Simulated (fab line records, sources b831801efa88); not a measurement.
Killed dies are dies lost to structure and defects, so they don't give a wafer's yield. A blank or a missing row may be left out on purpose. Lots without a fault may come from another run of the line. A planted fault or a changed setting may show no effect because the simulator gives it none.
fab line records | flow gf180mcu
record lots=24 wafers=72 last_day=34
route steps=602 shown V3@455 M4@460 V4@490 MIM@505 M5@533
lots that met no fault: from a run of the same line without faults
start_h: hours from the record's first day to the start of the lot's first wafer shown | wait_h: hours since the lot's step before | " the same as in the row above | L1.1+2: a row that stands for several wafers | - no value, or no start given | * or withheld: withheld | < > ~ a bound
route shown NAME@n: a module of which the file shows steps, and the number in the route of the first | usual: mean/standard deviation of fault-free wafers | same: alike in all rows | chamber/n: place in a boat | sites: the reading at each site | _std_site: their standard deviation | _edge_site: outer sites' mean less inner sites' | radius_mm: how far each site lies from the wafer's centre | mask NAME#n: copy n | behind: the tool/chamber that last shaped the wafer | hold: why the lot was held/for how many hours/how that ended | device: the transistor (n, p or np) that didn't switch | end of line: the same wafers' tests at the end of the route | a step without rows: its recipe alone | killed: dies lost to structure and defects at the first sort, not the wafer's yield | map: a wafer's dies, x killed, . not, _ none there
set.NAME: the setting as run; set.NAME@STEP: as run at that earlier step | model.NAME: the simulator's own value behind a step, which no gauge read
steps of the route over a sample of lots; a table a step, a row a wafer
services: from which hour (start_h, from the record's first day; less than 0 if before it) a tool's chamber was out of use, for how many hours, and why
## steps
# step GF_V3_CMP_26
# recipe stop_on=SiO2 down_force_psi=3.5 platen_rpm=60 t_overpolish_s=15 target_thk_nm=0 pad_velocity_m_s=0.94248
# usual edge_zone_pressure_frac=1.000/0.0055 motor_current_A=10.9/0.88 overpolish_run_s=15.001/0.009 time_to_endpoint_s=87/6.6
# columns lot.wafer tool chamber start_h wait_h edge_zone_pressure_frac motor_current_A overpolish_run_s time_to_endpoint_s
L074.3 cmp-01 1 513.28 0.0 1.008 10.5 15.004 84
L074.1 " 0 " " 1.002 9.8 15.000 77
L074.5 " 1 " " 0.997 10.5 15.002 82
L075.2 cmp-01 0 516.88 0.1 1.002 9.4 14.995 80
L075.1 " 1 " " 1.000 10.3 15.000 79
L075.6 " 3 " " 0.999 11.0 15.005 85
L076.3 cmp-01 1 527.80 0.0 1.007 10.5 15.003 81
L076.4 " 2 " " 0.992 11.7 15.015 97
L076.1 " 3 " " 0.997 11.2 14.985 84
L077.3 cmp-01 2 537.55 0.1 0.991 11.6 14.985 95
L077.4 " 3 " " 0.999 10.5 14.995 89
L077.1 " 0 " " 0.997 9.3 15.006 78
L078.3 cmp-01 0 545.29 0.1 1.009 9.7 15.000 79
L078.5 " 2 " " 0.998 12.7 14.990 99
L078.6 " 3 " " 0.996 10.7 14.992 89
L079.2 cmp-02 2 552.60 0.0 1.002 10.2 15.019 86
L079.3 " 0 " " 1.002 11.6 15.002 85
L079.4 " 1 " " 1.002 10.0 15.007 87
L080.2 cmp-01 2 563.80 0.2 0.993 11.8 14.986 93
L080.4 " 3 " " 0.993 10.5 14.990 79
L080.6 " 1 " " 1.000 11.0 14.994 73
L081.4 cmp-01 2 576.38 0.0 1.003 11.5 15.011 95
L081.2 " 1 " " 1.009 10.0 14.989 82
L081.5 " 2 " " 1.010 12.2 15.005 98
L082.3 cmp-02 3 576.79 0.0 1.004 11.4 14.995 86
L082.4 " 2 " " 1.000 10.2 15.000 83
L082.6 " 0 " " 1.004 11.9 15.000 85
L083.2 cmp-02 0 588.85 0.0 1.003 12.3 15.015 84
L083.3 " 2 " " 0.997 11.1 15.007 86
L083.5 " 1 " " 1.000 9.6 15.004 88
L084.3 cmp-01 2 606.37 0.1 1.004 12.1 14.997 100
L084.1 " 0 " " 1.000 9.6 15.008 79
L084.5 " 1 " " 0.996 10.5 14.999 81
L085.2 cmp-01 1 614.11 0.0 0.996 10.7 15.001 82
L085.3 " 2 " " 0.995 11.9 15.018 98
L085.4 " 3 " " 1.004 10.5 14.987 88
L086.4 cmp-01 3 619.29 0.0 0.998 10.9 14.998 87
L086.2 " 0 " " 1.016 9.3 15.018 82
L086.5 " 0 " " 1.004 9.1 15.009 77
L087.4 cmp-02 3 624.90 0.1 0.997 11.3 15.003 84
L087.2 " 0 " " 1.000 11.5 15.010 86
L087.5 " 3 " " 1.002 11.0 14.994 86
L088.1 cmp-02 3 629.58 0.2 0.992 11.7 15.011 87
L088.5 " 0 " " 1.000 11.8 15.011 86
L088.6 " 1 " " 0.994 10.0 15.004 92
L090.3 cmp-02 1 644.79 0.0 0.993 9.8 14.997 92
L090.6 " 1 " " 0.990 10.4 14.995 88
L090.5 " 2 " " 1.005 10.8 14.992 92
L089.4 cmp-01 0 649.41 0.1 0.995 9.5 15.022 80
L089.1 " 1 " " 0.999 10.4 14.999 81
L089.6 " 0 " " 0.996 9.9 15.008 82
L091.2 cmp-02 1 653.60 0.0 0.991 10.1 14.986 90
L091.1 " 2 " " 0.996 10.9 15.006 93
L091.4 " 3 " " 0.999 12.2 15.009 86
L092.4 cmp-01 0 654.48 0.0 1.007 9.6 14.997 86
L092.3 " 1 " " 1.006 10.7 15.009 86
L092.5 " 1 " " 1.007 11.2 15.000 83
L093.3 cmp-01 2 662.31 0.0 1.006 12.1 15.005 99
L093.4 " 1 " " 1.001 10.7 14.993 81
L093.6 " 3 " " 1.012 10.3 14.998 89
L094.2 cmp-01 2 669.64 0.1 0.993 11.9 15.014 104
L094.3 " 3 " " 0.999 9.9 15.007 90
L094.4 " 0 " " 0.988 9.9 14.997 83
L095.2 cmp-02 1 685.02 0.0 1.009 10.2 15.007 89
L095.4 " 0 " " 1.009 11.5 15.002 81
L095.6 " 2 " " 1.011 10.6 15.001 83
L096.1 cmp-01 1 685.11 0.1 1.000 11.0 15.002 84
L096.3 " 3 " " 0.999 11.3 15.002 88
L096.6 " 1 " " 1.001 10.5 15.004 84
L097.4 cmp-02 1 694.33 0.0 0.995 10.0 15.018 93
L097.3 " 3 " " 1.009 11.5 15.001 86
L097.5 " 1 " " 0.995 10.6 15.008 89
# step GF_M4_SPUTTER_04
# recipe material=TiN target_thk_nm=50 power_w=6500 time_s=41.7 chamber_pressure_pa=0.4
# usual throttle_valve_pct=30.0/1.1
# columns lot.wafer tool chamber start_h wait_h throttle_valve_pct
L074.1 pvd_sputter-02 - 513.76 0.0 30.3
L074.3 " - " " 31.1
L074.5 " - " " 30.5
L075.1 pvd_sputter-01 - 517.31 0.0 30.4
L075.2 " - " " 27.5
L075.6 " - " " 29.8
L076.1 pvd_sputter-02 - 528.28 0.0 30.9
L076.3 " - " " 29.0
L076.4 " - " " 30.3
L077.1 pvd_sputter-01 - 537.99 0.0 28.6
L077.3 " - " " 29.8
L077.4 " - " " 27.6
L078.3 pvd_sputter-02 - 545.67 0.0 29.0
L078.5 " - " " 30.8
L078.6 " - " " 29.2
L079.2 pvd_sputter-01 - 553.08 0.0 27.4
L079.3 " - " " 29.9
L079.4 " - " " 30.2
L080.2 pvd_sputter-04 - 564.18 0.0 30.1
L080.4 " - " " 30.1
L080.6 " - " " 29.8
L081.2 pvd_sputter-04 - 576.86 0.0 31.2
L081.4 " - " " 29.5
L081.5 " - " " 30.0
L082.3 pvd_sputter-02 - 577.27 0.0 29.1
L082.4 " - " " 30.5
L082.6 " - " " 30.9
L083.2 pvd_sputter-02 - 589.33 0.0 29.1
L083.3 " - " " 31.7
L083.5 " - " " 29.3
L084.1 pvd_sputter-04 - 606.80 0.0 29.9
L084.3 " - " " 31.1
L084.5 " - " " 29.1
L085.2 pvd_sputter-01 - 614.59 0.0 29.9
L085.3 " - " " 27.2
L085.4 " - " " 28.8
L086.2 pvd_sputter-02 - 619.77 0.0 30.6
L086.4 " - " " 30.4
L086.5 " - " " 30.5
L087.2 pvd_sputter-04 - 625.33 0.0 28.8
L087.4 " - " " 30.1
L087.5 " - " " 30.2
L088.1 pvd_sputter-02 - 629.92 0.0 31.9
L088.5 " - " " 31.8
L088.6 " - " " 29.0
L090.3 pvd_sputter-02 - 645.27 0.0 31.6
L090.5 " - " " 30.5
L090.6 " - " " 30.9
L089.1 pvd_sputter-04 - 649.86 0.0 31.1
L089.4 " - " " 30.0
L089.6 " - " " 30.1
L091.1 pvd_sputter-04 - 654.08 0.0 29.0
L091.2 " - " " 30.0
L091.4 " - " " 30.9
L092.3 pvd_sputter-02 - 654.97 0.0 30.9
L092.4 " - " " 28.8
L092.5 " - " " 29.0
L093.3 pvd_sputter-01 - 662.79 0.0 30.6
L093.4 " - " " 27.5
L093.6 " - " " 28.9
L094.2 pvd_sputter-04 - 670.07 0.0 30.8
L094.3 " - " " 30.0
L094.4 " - " " 30.0
L095.2 pvd_sputter-02 - 685.50 0.0 30.9
L095.4 " - " " 29.2
L095.6 " - " " 32.1
L096.1 pvd_sputter-01 - 685.60 0.0 29.9
L096.3 " - " " 30.4
L096.6 " - " " 27.4
L097.3 pvd_sputter-04 - 694.82 0.0 31.2
L097.4 " - " " 30.0
L097.5 " - " " 28.9
# step GF_V4_CD_MEAS_14
# recipe target_cd_nm=260
# usual cd_nm=260.5/0.94
# columns lot.wafer tool chamber start_h wait_h cd_nm
L074.1 cd_sem-01 - 560.72 0.2 261.1
L074.3 " - " " 261.3
L074.5 " - " " 260.8
L075.1 cd_sem-01 - 563.23 0.1 259.3
L075.2 " - " " 259.4
L075.6 " - " " 259.3
L076.1 cd_sem-01 - 574.05 0.1 258.9
L076.3 " - " " 260.2
L076.4 " - " " 260.9
L077.1 cd_sem-01 - 584.53 0.1 262.2
L077.3 " - " " 260.8
L077.4 " - " " 261.9
L078.3 cd_sem-01 - 590.96 0.1 261.5
L078.5 " - " " 261.8
L078.6 " - " " 260.1
L079.2 cd_sem-02 - 596.24 0.1 260.5
L079.3 " - " " 259.6
L079.4 " - " " 260.1
L080.2 cd_sem-01 - 606.99 0.1 259.6
L080.4 " - " " 260.9
L080.6 " - " " 260.8
L081.2 cd_sem-01 - 620.85 0.1 259.8
L081.4 " - " " 261.0
L081.5 " - " " 261.1
L082.3 cd_sem-01 - 621.22 0.1 260.4
L082.4 " - " " 260.3
L082.6 " - " " 261.0
L083.2 cd_sem-02 - 632.32 0.1 260.7
L083.3 " - " " 260.3
L083.5 " - " " 259.7
L084.1 cd_sem-02 - 648.60 0.1 260.3
L084.3 " - " " 259.8
L084.5 " - " " 260.9
L085.2 cd_sem-02 - 655.85 0.1 259.6
L085.3 " - " " 260.8
L085.4 " - " " 260.5
L086.2 cd_sem-01 - 661.64 0.1 260.3
L086.4 " - " " 260.6
L086.5 " - " " 260.4
L087.2 cd_sem-01 - 666.42 0.1 260.3
L087.4 " - " " 261.1
L087.5 " - " " 261.6
L088.1 cd_sem-02 - 670.83 0.1 259.5
L088.5 " - " " 260.3
L088.6 " - " " 260.3
L090.3 cd_sem-02 - 685.77 0.1 259.1
L090.5 " - " " 259.1
L090.6 " - " " 260.0
L089.1 cd_sem-02 - 689.53 0.1 261.3
L089.4 " - " " 260.8
L089.6 " - " " 261.5
L091.1 cd_sem-02 - 693.28 0.1 261.1
L091.2 " - " " 262.6
L091.4 " - " " 261.4
L092.3 cd_sem-01 - 694.26 0.1 259.6
L092.4 " - " " 258.8
L092.5 " - " " 259.2
L093.3 cd_sem-01 - 702.52 0.1 261.8
L093.4 " - " " 260.8
L093.6 " - " " 261.3
L094.2 cd_sem-02 - 708.59 0.1 260.4
L094.3 " - " " 260.7
L094.4 " - " " 261.1
L095.2 cd_sem-01 - 722.89 0.1 260.4
L095.4 " - " " 261.1
L095.6 " - " " 259.3
L096.1 cd_sem-02 - 723.57 0.1 261.8
L096.3 " - " " 261.9
L096.6 " - " " 262.4
L097.3 cd_sem-02 - 732.36 0.1 259.5
L097.4 " - " " 258.9
L097.5 " - " " 261.2
# step GF_MIM_SPUTTER_02
# recipe material=AlCu target_thk_nm=450 power_w=10600 time_s=23.9 chamber_pressure_pa=0.4
# usual throttle_valve_pct=29.8/1.4
# columns lot.wafer tool chamber start_h wait_h throttle_valve_pct
L074.1 pvd_sputter-01 - 562.59 0.0 29.8
L074.3 " - " " 27.4
L074.5 " - " " 27.4
L075.1 pvd_sputter-02 - 564.99 0.0 30.5
L075.2 " - " " 31.7
L075.6 " - " " 29.3
L076.1 pvd_sputter-03 - 575.97 0.0 30.8
L076.3 " - " " 28.8
L076.4 " - " " 32.3
L077.1 pvd_sputter-01 - 586.32 0.0 30.0
L077.3 " - " " 27.4
L077.4 " - " " 30.4
L078.3 pvd_sputter-03 - 592.57 0.0 30.5
L078.5 " - " " 30.4
L078.6 " - " " 28.9
L079.2 pvd_sputter-01 - 597.87 0.0 29.9
L079.3 " - " " 30.2
L079.4 " - " " 27.5
L080.2 pvd_sputter-01 - 608.66 0.0 30.5
L080.4 " - " " 28.8
L080.6 " - " " 29.1
L081.2 pvd_sputter-01 - 622.48 0.0 27.4
L081.4 " - " " 30.3
L081.5 " - " " 27.5
L082.3 pvd_sputter-01 - 622.82 0.0 27.7
L082.4 " - " " 27.3
L082.6 " - " " 28.6
L083.2 pvd_sputter-02 - 633.97 0.0 29.2
L083.3 " - " " 30.9
L083.5 " - " " 30.3
L084.1 pvd_sputter-02 - 650.27 0.0 29.5
L084.3 " - " " 30.5
L084.5 " - " " 31.5
L085.2 pvd_sputter-03 - 657.51 0.0 29.8
L085.3 " - " " 32.7
L085.4 " - " " 30.6
L086.2 pvd_sputter-03 - 663.30 0.0 32.4
L086.4 " - " " 30.2
L086.5 " - " " 32.4
L087.2 pvd_sputter-02 - 668.05 0.0 31.7
L087.4 " - " " 30.7
L087.5 " - " " 29.2
L088.1 pvd_sputter-02 - 672.47 0.0 31.6
L088.5 " - " " 30.8
L088.6 " - " " 28.9
L090.3 pvd_sputter-01 - 687.72 0.0 30.2
L090.5 " - " " 27.4
L090.6 " - " " 28.9
L089.1 pvd_sputter-03 - 691.18 0.0 29.8
L089.4 " - " " 30.5
L089.6 " - " " 29.9
L091.1 pvd_sputter-03 - 694.92 0.0 30.6
L091.2 " - " " 32.6
L091.4 " - " " 28.6
L092.3 pvd_sputter-03 - 695.87 0.0 28.4
L092.4 " - " " 30.0
L092.5 " - " " 32.6
L093.3 pvd_sputter-03 - 704.13 0.0 29.8
L093.4 " - " " 28.7
L093.6 " - " " 28.7
L094.2 pvd_sputter-03 - 710.39 0.0 30.7
L094.3 " - " " 32.5
L094.4 " - " " 28.5
L095.2 pvd_sputter-01 - 724.55 0.0 28.7
L095.4 " - " " 27.5
L095.6 " - " " 28.8
L096.1 pvd_sputter-01 - 725.25 0.0 29.7
L096.3 " - " " 28.7
L096.6 " - " " 29.9
L097.3 pvd_sputter-01 - 734.76 0.0 28.7
L097.4 " - " " 30.5
L097.5 " - " " 30.0
# step GF_MIM_STRIP_20
# recipe chemistry=O2/N2 power_w=1400 pressure_mtorr=1500 platen_temp_c=250 o2_flow_sccm=3000 n2_flow_sccm=300 overash_fraction=0.5
# usual drypump_motor_current_A=5.6/0.58 heater_power_w=330/30 oes_product_au=0.690/0.0048 platen_temp_c=249.99/0.19 strip_time_to_endpoint_s=11.19/0.043
# columns lot.wafer tool chamber start_h wait_h drypump_motor_current_A heater_power_w oes_product_au platen_temp_c rf_hours_counter_h strip_time_to_endpoint_s
L074.1 plasma_asher-01 1 583.95 0.0 6.0 314 0.685 249.94 79 11.22
L074.3 " 1 " " 6.0 332 0.686 249.81 - 11.25
L074.5 " 0 " " 4.8 363 0.694 249.82 - 11.21
L075.1 plasma_asher-01 0 586.15 0.0 4.7 373 0.697 249.89 79 11.20
L075.2 " 1 " " 6.0 320 0.686 250.13 79 11.18
L075.6 " 0 " " 4.7 365 0.692 249.83 - 11.20
L076.1 plasma_asher-02 0 598.27 0.0 5.3 336 0.691 250.39 50 11.20
L076.3 " 0 " " 5.3 337 0.691 249.85 - 11.21
L076.4 " 1 " " 5.7 359 0.682 250.12 - 11.22
L077.1 plasma_asher-01 1 608.07 0.0 6.0 324 0.691 250.04 81 11.20
L077.3 " 1 " " 6.0 322 0.691 249.83 - 11.16
L077.4 " 0 " " 4.7 370 0.693 249.93 - 11.17
L078.3 plasma_asher-03 1 614.05 0.1 6.4 331 0.691 249.87 - 11.19
L078.5 " 1 " " 6.4 328 0.690 249.60 - 11.19
L078.6 " 0 " " 5.6 279 0.685 250.47 - 11.18
L079.2 plasma_asher-03 0 618.47 0.0 5.5 283 0.696 250.15 22 11.17
L079.3 " 0 " " 5.5 283 0.690 249.93 - 11.22
L079.4 " 1 " " 6.4 329 0.691 250.08 - 11.20
L080.2 plasma_asher-02 1 628.87 0.0 5.7 358 0.689 250.06 53 11.11
L080.4 " 1 " " 5.7 363 0.686 250.20 - 11.20
L080.6 " 1 " " 5.7 369 0.684 250.05 - 11.17
L081.2 plasma_asher-01 0 642.71 0.0 4.7 355 0.689 249.93 85 11.09
L081.4 " 0 " " 4.7 356 0.695 249.92 - 11.12
L081.5 " 0 " " 4.7 358 0.681 249.86 - 11.13
L082.3 plasma_asher-01 1 643.65 0.1 6.0 328 0.699 250.19 - 11.20
L082.4 " 0 " " 4.7 360 0.693 249.84 - 11.24
L082.6 " 0 " " 4.7 365 0.680 250.06 - 11.16
L083.2 plasma_asher-02 1 654.00 0.0 5.7 367 0.686 249.86 56 11.13
L083.3 " 1 " " 5.7 369 0.690 249.99 - 11.16
L083.5 " 1 " " 5.7 361 0.679 249.94 - 11.12
L084.1 plasma_asher-01 0 670.25 0.0 4.7 360 0.689 250.02 88 11.17
L084.3 " 0 " " 4.7 363 0.687 250.16 - 11.10
L084.5 " 1 " " 6.0 322 0.694 250.05 - 11.12
L085.2 plasma_asher-03 1 676.92 0.0 6.4 346 0.697 250.00 28 11.17
L085.3 " 1 " " 6.4 341 0.690 250.16 - 11.22
L085.4 " 0 " " 5.6 277 0.690 250.27 - 11.14
L086.2 plasma_asher-03 0 682.65 0.0 5.5 283 0.699 249.74 29 11.17
L086.4 " 1 " " 6.4 334 0.689 249.85 - 11.18
L086.5 " 0 " " 5.5 277 0.693 250.00 - 11.18
L087.2 plasma_asher-03 1 687.10 0.0 6.4 330 0.691 249.99 30 11.19
L087.4 " 0 " " 5.5 276 0.695 250.01 - 11.28
L087.5 " 1 " " 6.4 330 0.686 249.82 - 11.21
L088.1 plasma_asher-03 1 691.80 0.0 6.4 325 0.690 249.74 30 11.16
L088.5 " 0 " " 5.6 274 0.680 249.23 - 11.17
L088.6 " 1 " " 6.4 330 0.693 249.93 - 11.21
L090.3 plasma_asher-01 0 706.81 0.1 4.7 363 0.700 250.28 - 11.24
L090.5 " 1 " " 6.0 330 0.697 249.59 - 11.25
L090.6 " 0 " " 4.7 371 0.694 249.95 - 11.26
L089.1 plasma_asher-03 0 709.75 0.0 5.5 281 0.684 250.22 32 11.21
L089.4 " 1 " " 6.3 333 0.689 249.80 - 11.16
L089.6 " 1 " " 6.3 338 0.689 249.70 - 11.16
L091.1 plasma_asher-01 1 713.38 0.1 6.0 317 0.688 250.08 92 11.19
L091.2 " 0 " " 4.7 374 0.690 250.18 92 11.22
L091.4 " 0 " " 4.7 356 0.688 249.81 - 11.17
L092.3 plasma_asher-03 1 713.71 0.1 6.4 332 0.696 249.97 - 11.27
L092.4 " 0 " " 5.5 275 0.686 249.91 - 11.17
L092.5 " 0 " " 5.5 273 0.694 249.82 - 11.21
L093.3 plasma_asher-01 0 721.67 0.1 4.7 372 0.682 249.99 - 11.20
L093.4 " 1 " " 6.0 324 0.688 249.73 - 11.20
L093.6 " 0 " " 4.7 366 0.693 250.23 - 11.25
L094.2 plasma_asher-01 0 728.37 0.1 4.7 364 0.683 249.97 93 11.16
L094.3 " 1 " " 6.0 318 0.699 250.35 - 11.19
L094.4 " 0 " " 4.7 359 0.687 249.90 - 11.20
L095.2 plasma_asher-03 1 741.05 0.0 6.4 335 0.695 249.94 36 11.20
L095.4 " 0 " " 5.5 279 0.695 249.92 - 11.28
L095.6 " 1 " " 6.4 332 0.689 249.54 - 11.18
L096.1 plasma_asher-01 1 741.97 0.0 6.0 318 0.700 250.27 95 11.23
L096.3 " 1 " " 6.0 324 0.689 250.06 - 11.11
L096.6 " 0 " " 4.7 374 0.690 250.18 - 11.10
L097.3 plasma_asher-02 1 751.99 0.1 5.7 358 0.696 249.97 - 11.24
L097.4 " 0 " " 5.4 336 0.689 250.13 - 11.20
L097.5 " 0 " " 5.4 333 0.688 249.95 - 11.23
# step GF_M5_CD_MEAS_07
# recipe target_cd_nm=280
# usual cd_nm=279.8/1.1
# columns lot.wafer tool chamber start_h wait_h cd_nm
L074.1 cd_sem-01 - 605.42 0.1 278.1
L074.3 " - " " 278.2
L074.5 " - " " 278.8
L075.1 cd_sem-02 - 608.13 0.1 280.8
L075.2 " - " " 281.3
L075.6 " - " " 280.4
L076.1 cd_sem-02 - 618.99 0.1 278.7
L076.3 " - " " 280.6
L076.4 " - " " 279.4
L077.1 cd_sem-01 - 628.62 0.2 279.0
L077.3 " - " " 279.4
L077.4 " - " " 279.2
L078.3 cd_sem-02 - 635.08 0.1 280.5
L078.5 " - " " 278.6
L078.6 " - " " 280.3
L079.2 cd_sem-02 - 638.75 0.1 279.2
L079.3 " - " " 281.6
L079.4 " - " " 279.1
L080.2 cd_sem-02 - 648.94 0.1 278.6
L080.4 " - " " 278.0
L080.6 " - " " 279.8
L081.2 cd_sem-01 - 662.59 0.1 278.6
L081.4 " - " " 280.6
L081.5 " - " " 279.3
L082.3 cd_sem-01 - 663.38 0.1 278.8
L082.4 " - " " 278.9
L082.6 " - " " 279.0
L083.2 cd_sem-01 - 674.19 0.1 280.4
L083.3 " - " " 280.5
L083.5 " - " " 280.0
L084.1 cd_sem-01 - 689.88 0.1 279.2
L084.3 " - " " 279.4
L084.5 " - " " 279.8
L085.2 cd_sem-01 - 695.75 0.1 279.2
L085.3 " - " " 279.2
L085.4 " - " " 280.2
L086.2 cd_sem-01 - 701.84 0.1 279.8
L086.4 " - " " 279.1
L086.5 " - " " 280.7
L087.2 cd_sem-02 - 705.39 0.1 279.0
L087.4 " - " " 278.4
L087.5 " - " " 279.2
L088.1 cd_sem-02 - 710.03 0.1 279.2
L088.5 " - " " 279.1
L088.6 " - " " 280.3
L090.3 cd_sem-02 - 725.03 0.1 281.5
L090.5 " - " " 282.3
L090.6 " - " " 280.9
L089.1 cd_sem-02 - 727.59 0.1 281.2
L089.4 " - " " 282.6
L089.6 " - " " 281.2
L091.1 cd_sem-01 - 731.19 0.1 281.6
L091.2 " - " " 281.1
L091.4 " - " " 280.6
L092.3 cd_sem-01 - 731.93 0.1 281.2
L092.4 " - " " 280.4
L092.5 " - " " 280.9
L093.3 cd_sem-01 - 738.96 0.1 280.6
L093.4 " - " " 280.8
L093.6 " - " " 278.7
L094.2 cd_sem-02 - 745.59 0.1 279.9
L094.3 " - " " 280.9
L094.4 " - " " 279.4
L095.2 cd_sem-01 - 758.51 0.1 277.4
L095.4 " - " " 278.1
L095.6 " - " " 277.9
L096.1 cd_sem-02 - 759.44 0.1 279.8
L096.3 " - " " 280.9
L096.6 " - " " 278.8
L097.3 cd_sem-01 - 768.38 0.1 279.8
L097.4 " - " " 281.5
L097.5 " - " " 280.2
## services
# columns tool chamber start_h hours kind
cmp-02 - 506.63 1.8 repair
cmp-01 - 546.46 1.0 repair
cmp-02 - 557.35 7.1 pm
plasma_asher-02 - 557.43 28.9 repair
cmp-01 - 572.00 4.0 pm
cmp-01 - 576.00 - consumable_replace:conditioner
cmp-01 - 576.00 - consumable_replace:pad
pvd_sputter-02 2 585.35 - consumable_replace:kit
pvd_sputter-02 2 585.35 18.0 scheduled_down
pvd_sputter-02 2 585.35 18.0 vent_cycle
cmp-02 - 610.64 2.9 repair
pvd_sputter-01 0 614.63 - consumable_replace:kit
pvd_sputter-01 0 614.63 18.0 scheduled_down
pvd_sputter-01 0 614.63 18.0 vent_cycle
cmp-02 - 617.11 1.2 repair
plasma_asher-02 - 623.36 1.4 repair
cmp-02 - 625.94 2.0 repair
cmp-01 - 632.52 0.4 repair
cmp-01 - 634.91 6.9 pm
plasma_asher-02 - 686.72 2.8 pm
pvd_sputter-02 - 689.71 9.4 repair
cmp-02 - 690.08 2.1 repair
cmp-01 - 705.98 37.9 pm
cmp-02 - 744.00 4.0 pm
## key
fault none
